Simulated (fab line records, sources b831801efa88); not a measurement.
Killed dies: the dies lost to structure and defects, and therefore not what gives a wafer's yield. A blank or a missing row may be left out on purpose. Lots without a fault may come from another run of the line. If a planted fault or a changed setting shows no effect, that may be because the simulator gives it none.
Code-filled problem report in 8D (eight disciplines) form :: flow sky130 :: the parts of the form that need people (team, actions taken, sign-off) are left out

== 1. THE ISSUE ==
Across 6 wafers from 2 lots, NWELL_OXIDATION_THK at SKY_NWELL_THK_MEAS_02 averages 12.35 nm, while fault-free wafers read 9.94 nm with a standard deviation of 0.15. That is +16 standard deviations from the usual mean.
Earliest sighting: wafer L367.1 on filmMetro-02 at day 4 05:25. The record has a number at this step for 33 wafers belonging to 11 lots. Rule for "out" (also "out of limits"): further than 4 standard deviations from the usual mean. The rest of the wafers with a number are treated as sound.

== 2. WHAT IT IS, AND WHAT IT ISN'T ==
question: which readings at this step
is: NWELL_OXIDATION_THK
is not: -

question: which lots
is: L367, L368
is not: L359, L360, L373, L374, L376, L379, L380, L381, L382

question: which wafers of those lots
is: all that have a number
is not: -

question: read on which gauges
is: filmMetro-01, filmMetro-02
is not: -

question: when
is: from day 4 05:25
is not: up to then (6 sound wafers); but 21 sound wafers of L373, L374, L376, L379, L380, L381, L382 came after

== 3. WHAT RULES OUT EACH SUSPECT ==
Counting: a tool stays on the suspect list if, at a process step up to the reading, it processed all lots that are out and no sound lot following the first of them.
- the gauge at SKY_NWELL_THK_MEAS_02: ruled out. 2 gauges (filmMetro-01, filmMetro-02) read the wafers that are out.
- furnace-01 at SKY_NWELL_OXIDATION_01 (stabilise 600 s, purge 300 s, target thk 10 nm): ruled out as a lasting fault. Following L367 (day 4 04:02), the first lot on it that is out, the sound lots L381 were run on it.
Left after counting: nothing in the record.

== 4. THE CAUSE (what the simulator had put in) ==
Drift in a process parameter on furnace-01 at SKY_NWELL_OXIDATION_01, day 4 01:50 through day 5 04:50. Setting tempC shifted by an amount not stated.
It was ruled out by counting, in error; the rule expects a fault to strike all lots run on its tool from its start on, and this fault did not.

== 5. THE CHAIN OF EFFECTS, in route order ==
Rows list readings where the struck wafers' mean (over those with a number) sits beyond 3 standard deviations from the usual. Only readings for which the record gives a usual standard deviation are gone through. hours: the time from each lot's start at the first step in this table that gives one to its start at this step, as a median over the lots. sigmas: the change in usual standard deviations.
hours: 0
step: SKY_NWELL_OXIDATION_01
reading: spikeTcBottomC
usual: 916.9 C
on struck wafers: 937.9
change: +21.0
sigmas: +23

hours: 0
step: SKY_NWELL_OXIDATION_01
reading: spikeTcCentreC
usual: 899.6 C
on struck wafers: 919.7
change: +20.1
sigmas: +20

hours: 0
step: SKY_NWELL_OXIDATION_01
reading: spikeTcLowerC
usual: 900.3 C
on struck wafers: 921.2
change: +20.9
sigmas: +22

hours: 0
step: SKY_NWELL_OXIDATION_01
reading: spikeTcTopC
usual: 913 C
on struck wafers: 941
change: +28
sigmas: +3.2

hours: 0
step: SKY_NWELL_OXIDATION_01
reading: spikeTcUpperC
usual: 900.5 C
on struck wafers: 920.9
change: +20.4
sigmas: +20

hours: 0
step: SKY_NWELL_OXIDATION_01
reading: tubeCenterTempC
usual: 900 C
on struck wafers: 921
change: +21
sigmas: +99 or more

hours: 0
step: SKY_NWELL_OXIDATION_01
reading: tube_center_temp_C_max
usual: 902.3
on struck wafers: 922.8
change: +20.5
sigmas: +51

hours: 1
step: SKY_NWELL_THK_MEAS_02
reading: NWELL_OXIDATION_THK
usual: 9.94 nm
on struck wafers: 12.35
change: +2.41
sigmas: +16
The process steps in it:
- SKY_NWELL_OXIDATION_01: stabilise 600 s, purge 300 s, target thk 10 nm.
At these later measuring or inspecting steps, every struck wafer for which the step has a row has a number for every such reading, and none has moved that far: SKY_PWDE_OVL_MEAS_07, SKY_RES_PROTECT_TW_MEAS_08.

== 6. HOW IT WOULD HAVE BEEN CAUGHT EARLIER ==
In this record the first reading out of limits at a measuring or inspecting step was taken at day 4 05:25, 4 hours after the fault began at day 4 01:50.
Tool's own readings at SKY_NWELL_OXIDATION_01, spikeTcBottomC, spikeTcCentreC, spikeTcLowerC, spikeTcUpperC, tubeCenterTempC, tube_center_temp_C_max: out on all struck wafers the step has rows for; an alarm limit on them would have tripped on the first.
